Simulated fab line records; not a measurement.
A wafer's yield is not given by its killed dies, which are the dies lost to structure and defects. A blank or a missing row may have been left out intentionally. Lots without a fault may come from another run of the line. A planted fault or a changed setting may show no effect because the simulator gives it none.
Which tool did it?    flow gf180mcu    at 1 step of a route of 602, 12 lots with 36 wafers sampled

== WHAT THE GAUGES READ, wafer by wafer ==
GF_M1_RS_MEAS_05: measures by four-point-probe.
lot   measured      on             M1_ALCU_RS (ohm/sq)
L076  day 16 19:17  film metro-03  0.0699 0.0691 0.0697
L077  day 17 04:05  film metro-01  0.0707 0.0704 0.0695
L079  day 18 02:45  film metro-02  0.0694 0.0688 0.0695
L081  day 18 14:23  film metro-01  0.0703 0.0698 0.0701
L083  day 19 13:26  film metro-01  0.0693 0.0691 0.0687
L085  day 20 04:38  film metro-03  0.0693 0.0694 0.0689
L087  day 21 05:06  film metro-01  0.0687 0.0684 0.0689
L089  day 22 00:34  film metro-02  0.0701 0.0701 0.0697
L091  day 22 09:44  film metro-03  0.0696 0.0690 0.0703
L093  day 23 05:32  film metro-02  0.0704 0.0708 0.0708
L095  day 23 13:52  film metro-01  0.0695 0.0693 0.0703
L097  day 24 08:34  film metro-03  0.0689 0.0692 0.0688

== TOOL THAT RAN EACH LOT (tool first, then ch and the chambers of the sampled wafers, then the start) ==
The record shows no process step preceding these readings.

== THE ANSWER, worked out from the rows above alone ==
Rule: the usual values come from the lots themselves. The widest of any qualifying gaps counts: lots, ordered by their means at a reading, are off when they make up no more than a third of the lots, leave a main group of 4 or more, and stand apart from it by 3 or more times the standard deviation of that group's means. If all means in a main group match to the digits the tables above print for the reading, that group is not used. A lot without any number at a reading at which 4 lots or more have one is off too. All remaining lots with rows at the step are treated as sound.
No lot is off at any reading shown: from this, nothing can be told.

== WHAT THE SIMULATOR HAD INSERTED ==
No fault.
